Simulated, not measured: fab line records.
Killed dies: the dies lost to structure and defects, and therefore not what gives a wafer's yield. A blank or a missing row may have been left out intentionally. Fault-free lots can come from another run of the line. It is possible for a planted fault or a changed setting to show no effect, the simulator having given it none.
The tool behind it: which one? | flow gf180mcu | Sampling: 7 lots, 21 wafers, 3 of 602 route steps

WHAT THE GAUGES SHOWED, per wafer
GF_V5_RS_MEAS_24: the measuring method here is four-point-probe.
lot  | measured     | on            | V5_W_RS (ohm/sq)
L523 | day 27 23:03 | film-metro-03 | 0.323 0.330 0.323
L526 | day 29 07:31 | film-metro-02 | 0.325 0.325 0.327
L528 | day 29 18:58 | film-metro-02 | 43.321 43.315 43.536
L536 | day 32 01:32 | film-metro-03 | 0.326 0.322 0.323
L538 | day 32 13:58 | film-metro-04 | 0.328 0.332 0.329
L540 | day 32 21:03 | film-metro-02 | 0.320 0.321 0.323
L543 | day 33 12:30 | film-metro-04 | 0.327 0.325 0.325

TOOL THAT RAN EACH LOT (tool first, then ch and the chambers of the sampled wafers, then the start)
lot  | GF_M5_METAL_ETCH_10               | GF_V5_CVD_23
L523 | rie-metal-01 ch 0, day 27 01:25   | cvd-w-02 ch 0,1, day 27 22:56
L526 | rie-metal-01 ch 1, day 28 08:56   | cvd-w-02 ch 0,1, day 29 07:23
L528 | rie-metal-01 ch 0,1, day 28 22:07 | cvd-w-01 ch 0,1, day 29 18:50
L536 | rie-metal-04 ch 0, day 31 05:47   | cvd-w-02 ch 0,1, day 32 01:26
L538 | rie-metal-01 ch 0,1, day 31 18:56 | cvd-w-01 ch 0,1, day 32 13:51
L540 | rie-metal-01 ch 0,1, day 32 02:11 | cvd-w-02 ch 0,1, day 32 20:56
L543 | rie-metal-03 ch 0,1, day 32 18:04 | cvd-w-01 ch 0,1, day 33 12:23
- GF_M5_METAL_ETCH_10: etches the open film in Cl2/BCl3, stops on SiO2, target depth 627.5 nm, time 104.6 s.
- GF_V5_CVD_23: deposits W, target thk 350 nm, time 104.9 s.

THE ANSWER, worked out from the rows above alone
Rule: the usual values come from the lots themselves. The widest of any qualifying gaps counts: lots, ordered by their means at a reading, are off when they make up no more than a third of the lots, leave a main group of 4 or more, and stand apart from it by 3 or more times the standard deviation of that group's means. The tables above print the reading to a certain number of digits; a main group whose means all agree to those digits is not used. A lot without any number at a reading at which 4 lots or more have one is off too. Any other lot the step has rows for is counted as sound.
Off: L528, seen at GF_V5_RS_MEAS_24 (V5_W_RS). The main group: mean 0.325 ohm/sq, standard deviation 0.0025.
If a tool, at a process step before that reading, ran all the lots that are off and no sound lot after the first of them, it fits. Gauges at GF_V5_RS_MEAS_24: tried the same way as those tools. Of those tried, none fits.

WHAT HAD BEEN PUT IN BY THE SIMULATOR
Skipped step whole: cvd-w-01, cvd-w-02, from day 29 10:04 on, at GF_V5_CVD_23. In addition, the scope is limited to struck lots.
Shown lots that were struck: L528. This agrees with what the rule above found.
